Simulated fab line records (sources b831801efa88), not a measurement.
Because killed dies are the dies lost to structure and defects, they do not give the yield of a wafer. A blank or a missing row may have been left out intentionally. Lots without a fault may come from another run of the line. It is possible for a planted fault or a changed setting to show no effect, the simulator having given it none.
Which tool did it? -- flow gf180mcu -- Sampling: 14 lots, 41 wafers, 7 of 602 route steps

WHAT THE GAUGES SHOWED, per wafer
GF_HV_LDD_TW_MEAS_38. Usual: HV_LDD_3_TW 1444, standard deviation 6.1.
lot,measured,on,HV_LDD_3_TW,flag
L931,day 11 14:59,film_metro-01,1449 1441 1448,
L932,day 12 00:52,film_metro-01,1453 1448 1454,
L934,day 12 19:22,film_metro-01,1445 1451 1446,
L939,day 14 07:53,film_metro-04,1441 1438,
L942,day 15 13:08,film_metro-01,1450 1453 1443,
L943,day 15 16:01,film_metro-03,1438 1440 1435,
L944,day 15 22:45,film_metro-03,1441 1443 1438,
L945,day 16 10:33,film_metro-03,1440 1437 1447,
L948,day 17 08:16,film_metro-03,1448 1451 1441,
L949,day 17 14:29,film_metro-03,1453 1443 1444,
L950,day 17 21:44,film_metro-01,1450 1452 1454,
L951,day 18 07:35,film_metro-01,1449 1444 1458,
L952,day 18 16:30,film_metro-03,1449 1445 1447,
L954,day 19 05:52,film_metro-03,1446 1444 1454,

GF_CONTACT_THK_MEAS_03. Usual: CONTACT_CVD_02_THK 863 nm, standard deviation 11.
lot,measured,on,CONTACT_CVD_02_THK (nm),flag
L931,day 15 04:54,film_metro-01,860 867 869,
L932,day 15 17:17,film_metro-04,867 867 870,
L934,day 16 13:17,film_metro-03,854 860 863,
L939,day 18 08:23,film_metro-01,846 262,OFF
L942,day 19 13:49,film_metro-04,868 262 250,OFF
L943,day 19 17:40,film_metro-03,857 858 869,
L944,day 20 02:35,film_metro-03,848 859 840,
L945,day 20 15:17,film_metro-03,841 868 851,
L948,day 21 13:24,film_metro-04,843 855 852,
L949,day 21 21:33,film_metro-04,846 863 875,
L950,day 22 03:52,film_metro-01,880 879 857,
L951,day 22 14:27,film_metro-01,866 883 875,
L952,day 22 21:41,film_metro-03,863 856 860,
L954,day 23 10:34,film_metro-04,849 871 866,

GF_V3_THK_MEAS_01. Usual: V3_CVD_00_THK 601 nm, standard deviation 6.4.
lot,measured,on,V3_CVD_00_THK (nm),flag
L931,day 21 10:56,film_metro-04,615 599 610,
L932,day 21 23:04,film_metro-01,606 604 599,
L934,day 22 22:31,film_metro-02,604 606 596,
L939,day 24 16:19,film_metro-02,599 603,
L942,day 25 16:50,film_metro-04,599 594 597,
L943,day 25 23:17,film_metro-01,598 597 608,
L944,day 26 04:35,film_metro-04,596 613 603,
L945,day 26 15:03,film_metro-01,612 614 609,
L948,day 27 10:46,film_metro-01,599 603 603,
L949,day 27 19:40,film_metro-02,599 599 600,
L950,day 27 22:01,film_metro-04,597 590 596,
L951,day 28 06:38,film_metro-04,590 598 588,
L952,day 28 15:44,film_metro-02,591 599 598,
L954,day 28 23:26,film_metro-01,606 608 600,

TOOL THAT RAN EACH LOT (tool first, then ch and the chambers of the sampled wafers, then the start)
lot,GF_HV_LDD_RTA_52,GF_CONTACT_CVD_02,GF_CONTACT_CMP_04,GF_CONTACT_ETCH_17
L931,"rtp_anneal-01 ch 0, day 12 10:27","pecvd-03 ch 1,2, day 15 04:49","cmp-01 ch 2,3, day 15 04:59","rie_diel-03 ch 0,1,3, day 21 10:56 or earlier"
L932,"rtp_anneal-01 ch 0, day 12 21:08","pecvd-01 ch 1,2, day 15 17:13","cmp-01 ch 1,2,3, day 15 17:20","rie_diel-04 ch 2,3, day 21 23:04 or earlier"
L934,"rtp_anneal-01 ch 0, day 13 15:47","pecvd-04 ch 0,1,2, day 16 13:12","cmp-01 ch 1,2,3, day 16 13:26","rie_diel-04 ch 2,3, day 22 22:31 or earlier"
L939,"rtp_anneal-01 ch 0, day 15 06:14","pecvd-03 ch 2, day 18 08:17","cmp-01 ch 0,2, day 18 08:34","rie_diel-01 ch 0,2, day 24 16:19 or earlier"
L942,"rtp_anneal-01 ch 0, day 16 10:57","pecvd-03 ch 0,1,2, day 19 13:46","cmp-01 ch 2,3, day 19 13:51","rie_diel-03 ch 1,2,3, day 25 16:50 or earlier"
L943,"rtp_anneal-02 ch 0, day 16 13:36","pecvd-01 ch 0,1,2, day 19 17:35","cmp-02 ch 1,2,3, day 19 17:43","rie_diel-03 ch 0,1,3, day 25 23:17 or earlier"
L944,"rtp_anneal-01 ch 0, day 16 21:32","pecvd-04 ch 0,1,2, day 20 02:31","cmp-02 ch 1,2,3, day 20 02:42","rie_diel-03 ch 0,2,3, day 26 04:35 or earlier"
L945,"rtp_anneal-02 ch 0, day 17 10:03","pecvd-01 ch 1,2, day 20 15:13","cmp-01 ch 0,1,2, day 20 15:27","rie_diel-03 ch 0,1,2, day 26 15:03 or earlier"
L948,"rtp_anneal-01 ch 0, day 18 07:12","pecvd-01 ch 1,2, day 21 13:20","cmp-02 ch 0,1,3, day 21 13:31","rie_diel-01 ch 0,1,2, day 27 10:46 or earlier"
L949,"rtp_anneal-01 ch 0, day 18 14:31","pecvd-01 ch 0,1, day 21 21:28","cmp-01 ch 1,2, day 21 21:36","rie_diel-04 ch 0,3, day 27 19:40 or earlier"
L950,"rtp_anneal-02 ch 0, day 18 21:43","pecvd-04 ch 0,1,2, day 22 03:47","cmp-01 ch 1,2, day 22 03:58","rie_diel-03 ch 1,2, day 27 22:01 or earlier"
L951,"rtp_anneal-02 ch 0, day 19 08:56","pecvd-03 ch 0,1,2, day 22 14:22","cmp-02 ch 0,2, day 22 14:33","rie_diel-01 ch 0,1,2, day 28 06:38 or earlier"
L952,"rtp_anneal-02 ch 0, day 19 17:16","pecvd-04 ch 0,1,2, day 22 21:37","cmp-01 ch 0,1,3, day 22 21:44","rie_diel-01 ch 0,1,2, day 28 15:44 or earlier"
L954,"rtp_anneal-01 ch 0, day 20 06:42","pecvd-01 ch 0,1, day 23 10:30","cmp-01 ch 0,2, day 23 10:41","rie_diel-03 ch 0,3, day 28 23:26 or earlier"
- GF_HV_LDD_RTA_52: time 10 s.
- GF_CONTACT_CVD_02: deposits SiO2 from TEOS, target thk 860 nm, time 95.992 s.
- GF_CONTACT_CMP_04: polishes SiO2.
- GF_CONTACT_ETCH_17: etches SiO2 in C4F8/O2/Ar, stops on CoSi2, target depth 860 nm.

AS READ BY THE TOOLS THEMSELVES (means over the sampled wafers that have a number; for cases with no such wafer, the mark the record gives instead)
GF_HV_LDD_RTA_52. Usual: lamp_power_pct 28.9 %, standard deviation 1.8; wafer_temp_C_max 1006.0, standard deviation 1.1.
lot,tool,lamp_power_pct (%),wafer_temp_C_max,flag
L931,rtp_anneal-01,26.9,1006.9,
L932,rtp_anneal-01,26.9,1007.3,
L934,rtp_anneal-01,26.9,1006.1,
L939,rtp_anneal-01,26.9,1008.1,
L942,rtp_anneal-01,26.9,1006.4,
L943,rtp_anneal-02,30.5,1004.9,
L944,rtp_anneal-01,26.9,1006.4,
L945,rtp_anneal-02,30.5,1004.4,
L948,rtp_anneal-01,26.9,1006.0,
L949,rtp_anneal-01,26.9,1006.5,
L950,rtp_anneal-02,30.6,1005.2,
L951,rtp_anneal-02,30.5,1006.6,
L952,rtp_anneal-02,30.5,1005.7,
L954,rtp_anneal-01,26.8,1005.6,

GF_CONTACT_CVD_02. Usual: heater_power_w 670 W, standard deviation 77.
lot,tool,heater_power_w (W),flag
L931,pecvd-03,678,
L932,pecvd-01,697,
L934,pecvd-04,676,
L939,pecvd-03,754,
L942,pecvd-03,650,
L943,pecvd-01,721,
L944,pecvd-04,681,
L945,pecvd-01,739,
L948,pecvd-01,703,
L949,pecvd-01,674,
L950,pecvd-04,655,
L951,pecvd-03,717,
L952,pecvd-04,653,
L954,pecvd-01,687,

GF_CONTACT_CMP_04. Usual: motor_current_A 11.6 A, standard deviation 0.81; slurry_filter_dp_kPa 13.50 kPa, standard deviation 0.15; time_to_endpoint_s 112 s, standard deviation 7.3.
lot,tool,motor_current_A (A),slurry_filter_dp_kPa (kPa),time_to_endpoint_s (s),flag
L931,cmp-01,12.0,13.48,117,
L932,cmp-01,11.6,13.55,118,
L934,cmp-01,11.4,13.47,119,
L939,cmp-01,12.7,13.40,67,OFF
L942,cmp-01,11.9,13.56,54,OFF
L943,cmp-02,11.3,13.54,114,
L944,cmp-02,11.2,13.41,112,
L945,cmp-01,11.8,13.63,105,
L948,cmp-02,11.2,13.48,108,
L949,cmp-01,11.4,13.47,109,
L950,cmp-01,11.1,13.53,112,
L951,cmp-02,11.5,13.37,114,
L952,cmp-01,11.6,13.47,107,
L954,cmp-01,12.8,13.53,110,

GF_CONTACT_ETCH_17. Usual: oes_product_au 0.816 a.u., standard deviation 0.0047.
lot,tool,oes_product_au (a.u.),flag
L931,rie_diel-03,0.814,
L932,rie_diel-04,0.818,
L934,rie_diel-04,0.819,
L939,rie_diel-01,0.737,OFF
L942,rie_diel-03,0.715,OFF
L943,rie_diel-03,0.815,
L944,rie_diel-03,0.820,
L945,rie_diel-03,0.817,
L948,rie_diel-01,0.813,
L949,rie_diel-04,0.820,
L950,rie_diel-03,0.814,
L951,rie_diel-01,0.817,
L952,rie_diel-01,0.815,
L954,rie_diel-03,0.815,

THE ANSWER, worked out from the rows above alone
Rule: a lot counts as off when the mean over its wafers that have a number is more than 3 standard deviations away from the usual mean. Also off: a lot with no number at a reading for which 4 or more lots have one. All remaining lots with rows at the step are treated as sound. The gauges are gone through in route order, then the tools' own readings, and for those a lot's mean is taken as printed above. At the first step where some lot is off, the reading lying furthest off is the one used; lots without a number count as furthest.
Off: L939, L942, seen at GF_CONTACT_THK_MEAS_03 (CONTACT_CVD_02_THK).
A tool fits if, at a process step before that reading, it ran every lot that is off, and no sound lot after the first of them. The gauges at GF_CONTACT_THK_MEAS_03 aren't tried: what is off there is off at GF_CONTACT_CMP_04 too, on other tools, and a gauge's error can't cause that. No candidate that was tried fits.

WHAT THE SIMULATOR HAD PUT IN
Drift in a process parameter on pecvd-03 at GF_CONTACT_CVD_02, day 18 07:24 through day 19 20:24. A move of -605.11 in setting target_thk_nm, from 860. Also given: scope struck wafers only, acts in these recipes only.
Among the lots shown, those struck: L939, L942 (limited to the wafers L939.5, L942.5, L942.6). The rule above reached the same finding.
